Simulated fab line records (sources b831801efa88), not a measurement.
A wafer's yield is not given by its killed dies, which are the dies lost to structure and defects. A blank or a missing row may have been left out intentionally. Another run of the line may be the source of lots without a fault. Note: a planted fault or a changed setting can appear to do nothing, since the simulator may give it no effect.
The tool behind it: which one? -- flow sky130 -- 39 wafers from 13 lots sampled at 3 of the route's 708 steps

WHAT THE GAUGES SHOWED, per wafer
SKY_CAP2M_THK_MEAS_04: measures by xrf. Usual: CAP2M_TIN_THK gives 197.7 nm (standard deviation 2.2).
lot,measured,on,CAP2M_TIN_THK (nm),flag
L696,day 39 09:23,filmMetro-01,197.6 200.4 195.1,
L697,day 39 11:59,filmMetro-02,196.3 199.5 198.3,
L698,day 40 04:38,filmMetro-02,199.4 198.4 198.1,
L699,day 40 07:42,filmMetro-02,200.3 199.9 200.2,
L701,day 41 12:58,filmMetro-01,196.3 197.7 196.3,
L702,day 41 18:26,filmMetro-01,197.9 200.5 198.7,
L703,day 41 22:05,filmMetro-01,198.2 196.3 196.3,
L704,day 42 10:29,filmMetro-04,196.4 196.7 198.6,
L709,day 43 19:51,filmMetro-01,198.1 200.0 195.6,
L715,day 44 23:39,filmMetro-04,194.3 196.0 194.5,
L714,day 45 02:41,filmMetro-01,198.4 196.8 194.8,
L717,day 45 13:14,filmMetro-04,200.3 200.7 197.6,
L718,day 45 15:43,filmMetro-01,197.9 199.9 197.7,

SKY_METAL4_OVL_MEAS_14. Usual: METAL4_OVL gives 1 nm (standard deviation 5.1).
lot,measured,on,METAL4_OVL (nm),flag
L696,day 41 10:33,overlay-02,2 2 5,
L697,day 41 12:29,overlay-02,5 5 -1,
L698,day 42 05:09,overlay-02,1 3 -2,
L699,day 42 08:03,overlay-01,2 6 5,
L701,day 43 12:15,overlay-01,5 5 4,
L702,day 43 17:33,overlay-01,8 13 6,
L703,day 43 20:22,overlay-01,-5 -8 -3,
L704,day 44 08:27,overlay-01,2 1 2,
L709,day 45 15:34,overlay-01,3 5 3,
L715,day 46 16:45,overlay-01,9 4 8,
L714,day 46 19:09,overlay-01,-4 -7 -1,
L717,day 47 06:04,overlay-01,-5 -2 -6,
L718,day 47 08:11,overlay-01,-2 -2 -3,

WHAT TOOL EACH LOT RAN ON (gives the tool, then ch and the chambers of the sampled wafers, and finally the start)
lot,SKY_METAL4_SPUTTER_03
L696,"pvdSputter-04, day 39 09:00"
L697,"pvdSputter-01, day 39 11:36"
L698,"pvdSputter-04, day 40 04:14"
L699,"pvdSputter-02, day 40 07:11"
L701,"pvdSputter-04, day 41 12:34"
L702,"pvdSputter-01, day 41 18:02"
L703,"pvdSputter-01, day 41 21:42"
L704,"pvdSputter-02, day 42 10:05"
L709,"pvdSputter-02, day 43 19:27"
L715,"pvdSputter-04, day 44 23:15"
L714,"pvdSputter-04, day 45 02:18"
L717,"pvdSputter-02, day 45 12:52"
L718,"pvdSputter-02, day 45 15:20"
- SKY_METAL4_SPUTTER_03: material Ti, target thk 5 nm, time 3.3 s.

WHAT THE TOOLS THEMSELVES READ (means of the sampled wafers that have a number; where no wafer has one, the mark that the record gives instead)
SKY_METAL4_SPUTTER_03. Usual: throttleValvePct 29.8 %, standard deviation 0.86.
lot,tool,throttleValvePct (%),flag
L696,pvdSputter-04,29.2,
L697,pvdSputter-01,30.2,
L698,pvdSputter-04,29.4,
L699,pvdSputter-02,30.1,
L701,pvdSputter-04,29.3,
L702,pvdSputter-01,29.6,
L703,pvdSputter-01,30.2,
L704,pvdSputter-02,30.3,
L709,pvdSputter-02,30.5,
L715,pvdSputter-04,28.8,
L714,pvdSputter-04,29.1,
L717,pvdSputter-02,30.2,
L718,pvdSputter-02,30.2,

THE ANSWER, worked out from the rows above alone
Rule: lot off if the mean of its wafers having a number is beyond 3 standard deviations from the usual mean. Also off: a lot with no number at a reading for which 4 or more lots have one. All remaining lots with rows at the step are treated as sound. After the gauges, taken in route order, come the tools' own readings; for these a lot's mean is taken, as printed above. At the first step where some lot is off, the reading lying furthest off is the one used; lots without a number count as furthest.
No lot is off at any reading shown: from this, nothing can be told.

WHAT THE SIMULATOR HAD INSERTED
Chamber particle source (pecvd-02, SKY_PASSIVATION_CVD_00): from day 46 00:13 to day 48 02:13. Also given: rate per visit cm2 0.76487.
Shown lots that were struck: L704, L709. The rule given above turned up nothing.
